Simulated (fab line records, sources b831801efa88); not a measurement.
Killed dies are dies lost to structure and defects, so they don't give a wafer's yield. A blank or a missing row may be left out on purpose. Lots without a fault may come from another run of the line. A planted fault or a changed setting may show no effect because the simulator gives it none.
A struck lot beside a sound one | flow sky130 | 16 steps out of a route of 708
Sound: wafers L358.2, L358.4, L358.6. Struck: wafers L370.1, L370.4, L370.6. The cause comes at the end.
At each step with rows: each side's tool, then ch and its chambers, then its first start. Under that, the readings that differ: sound wafers | struck wafers | difference of the means | sigmas: that difference in standard deviations of wafers without a fault.
alike: readings whose means differ by less than 2 such deviations, and words and numbers that are the same on both sides. not compared: withheld readings, readings that some wafer has no value for, bounds like >300 that may hide the same value, and numbers for which the record gives no deviation and whose values overlap.
The two part at a step that has a row with sigmas, a row that says differs or no value, or rows on one side only. Numbers that don't overlap but have no deviation are shown without sigmas and don't part them. A reading that every wafer of one side lacks parts them only if that side has two wafers or more.

first, 4 steps without rows for these wafers: SKY_LDD_LDN_SOFTBAKE_03 (time 60 s); SKY_LDD_LDN_EXPOSE_04 (exposes mask LDNTM, target cd 700 nm); SKY_LDD_LDN_PEB_05; SKY_LDD_LDN_DEVELOP_06 (develop time 60 s).
SKY_LDD_LDN_OVL_MEAS_07:
  sound on overlay-02, day 22 13:14; struck on overlay-02, day 28 00:04
  alike: LDD_LDN_OVL
then, 4 steps without rows for these wafers: SKY_LDD_LDN_IMPLANT_08; SKY_LDD_LDN_IMPLANT_09; SKY_LDD_LDN_IMPLANT_10; SKY_LDD_LDN_IMPLANT_11.
SKY_LDD_LDN_STRIP_12: strips in O2/N2.
  sound on plasma_asher-02 ch 0,1, day 22 13:52; struck on plasma_asher-04 ch 0,1, day 28 00:42
  alike: drypump_motor_current_A, oes_product_au, strip_time_to_endpoint_s
  not compared: rf_hours_counter_h
SKY_LDD_LDN_TW_MEAS_13:
  sound on film_metro-04, day 22 13:58; struck on film_metro-01, day 28 00:48
  alike: LDD_LDN_TW
then, 1 step without rows for these wafers: SKY_LDD_LDN_CLEAN_14 (cleans in SC1/SC2, time 150 s).
SKY_SPACER_CVD_00: deposits Si3N4 from DCS/NH3, target thk 43.1 nm, time 740 s.
  sound on lpcvd-02 ch 1, day 22 14:29; struck on lpcvd-02 ch 0, day 28 00:55
  reading                                  | sound             | struck            | difference | sigmas
  zone_power_lower_pct (%)                 | 14.6 14.7 14.8    | 12.8 12.7 12.6    | -2.0       | -2
  model.Si3N4_of_SPACER_CVD_00.thk_nm (nm) | 43.52 42.92 42.93 | 62.55 62.78 62.64 | +19.53     |
  alike: susceptor_temp_C
SKY_SPACER_THK_MEAS_01:
  sound on film_metro-02, day 22 16:19; struck on film_metro-03, day 28 02:07
  reading                | sound          | struck         | difference | sigmas
  SPACER_CVD_00_THK (nm) | 43.5 42.9 42.9 | 62.6 62.8 62.6 | +19.6      | +53
SKY_SPACER_ETCHBACK_02: etches Si3N4 in CH3F/O2, stops on SiO2, time 46.7 s, target depth 45 nm.
  sound on rie_diel-02 ch 1,2, day 22 16:22; struck on rie_diel-01 ch 1,3, day 28 02:11
  reading                  | sound                | struck               | difference | sigmas
  oes_product_au (a.u.)    | 0.861 0.856 0.855    | 1.015 1.007 0.990    | +0.147     | +25
  throttle_valve_pct (%)   | 10.557 10.557 10.570 | 10.583 10.593 10.583 | +0.025     | +3
  model.etch.depth_nm (nm) | 43.52 42.92 42.93    | 57.06 57.24 55.28    | +13.40     |
  alike: drypump_motor_current_A
  not compared: rf_hours_counter_h
-- the record jumps here: 21 days lie between the struck wafers' starts before and after (it left off in module SPACER and takes up again in module PAD_OPEN, whose first step shown is number 708 of the route) --
SKY_PAD_OPEN_PROBE_99:
  sound on prober-01, day 45 12:29; struck on prober-02, day 49 02:43
  reading             | sound    | struck      | difference | sigmas
  killed_at_front_end | 18 19 21 | 417 425 412 | +399       | +99 or more
  killed_dies         | 94 88 99 | 492 492 492 | +398       | +43
  killed_on_rim       | 18 15 19 | 96 96 96    | +79        | +22
  alike: killed_at_M0_to_M3, killed_at_M4_up, killed_at_contacts, killed_at_other, killed_open, killed_short

WHERE THEY PART
First at SKY_SPACER_CVD_00; last, within this record, at SKY_PAD_OPEN_PROBE_99.

WHY: what the simulator had put in
Process parameter drift: lpcvd-02, from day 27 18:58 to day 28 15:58, at SKY_SPACER_CVD_00. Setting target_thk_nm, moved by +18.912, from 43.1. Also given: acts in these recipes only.
